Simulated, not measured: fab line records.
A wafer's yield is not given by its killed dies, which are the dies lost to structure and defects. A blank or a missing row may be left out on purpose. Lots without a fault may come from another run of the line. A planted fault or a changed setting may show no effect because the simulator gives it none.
The same fault as seen by 2 desks ; flow gf180mcu ; only its own numbers are on each desk; what lay behind them is given at the end

THE METROLOGY DESK
What the gauges read for every lot (on any tool): the sampled wafers with a number, averaged. The brackets show how far a lot's mean lies from the usual mean; more than 4 standard deviations puts the lot out of limits, marked OUT.
Columns: A = TOP_METAL_ALCU_RS at GF_TOP_METAL_RS_MEAS_05, usual 0.0328 ohm/sq
lot;first seen here;A
L785;day 27 19:37;0.0325
L786;day 27 23:41;0.0324
L787;day 28 08:05;0.0324
L788;day 28 19:20;0.0334
L790;day 29 06:46;0.0325
L791;day 29 10:23;0.0328
L793;day 30 07:17;0.0333
L794;day 30 12:05;0.0331
L796;day 31 00:47;0.0328
L799;day 31 18:41;0.0325
L801;day 32 08:08;0.0332
L803;day 32 21:38;0.0326
L807;day 33 16:59;0.0333
Finding of this desk: none of the 13 lots has anything out of limits.

FOR THE TOOL OWNER'S DESK: pvd_sputter-03
The tool's own readings at GF_V3_SPUTTER_21 (material Ti, target thk 15 nm, time 80.02 s): means of the sampled wafers that have a number, for each lot that ran on this tool. The brackets show how far a lot's mean lies from the usual mean; more than 4 standard deviations puts the lot out of limits, marked OUT.
Columns: A = cathode_dc_power_W at GF_V3_SPUTTER_21, usual 2500.1 W; B = throttle_valve_pct at GF_V3_SPUTTER_21, usual 30.5 %
lot;first seen here;A;B
L787;day 23 13:13;2500.2;30.5
L790;day 24 16:41;2500.0;30.8
L791;day 24 20:26;2499.6;30.7
L793;day 25 19:56;2499.4;30.6
L796;day 26 15:57;2499.7;30.1
L799;day 27 13:08;2500.2;30.8
L801;day 28 03:33;2500.3;30.0
L803;day 28 17:40;2500.1;30.4
Finding of this desk: none of the 8 lots has anything out of limits.

ALL TOGETHER
The metrology desk saw nothing out of limits.
Nothing out of limits was seen by the tool owner's desk.

WHAT THE SIMULATOR HAD INSERTED
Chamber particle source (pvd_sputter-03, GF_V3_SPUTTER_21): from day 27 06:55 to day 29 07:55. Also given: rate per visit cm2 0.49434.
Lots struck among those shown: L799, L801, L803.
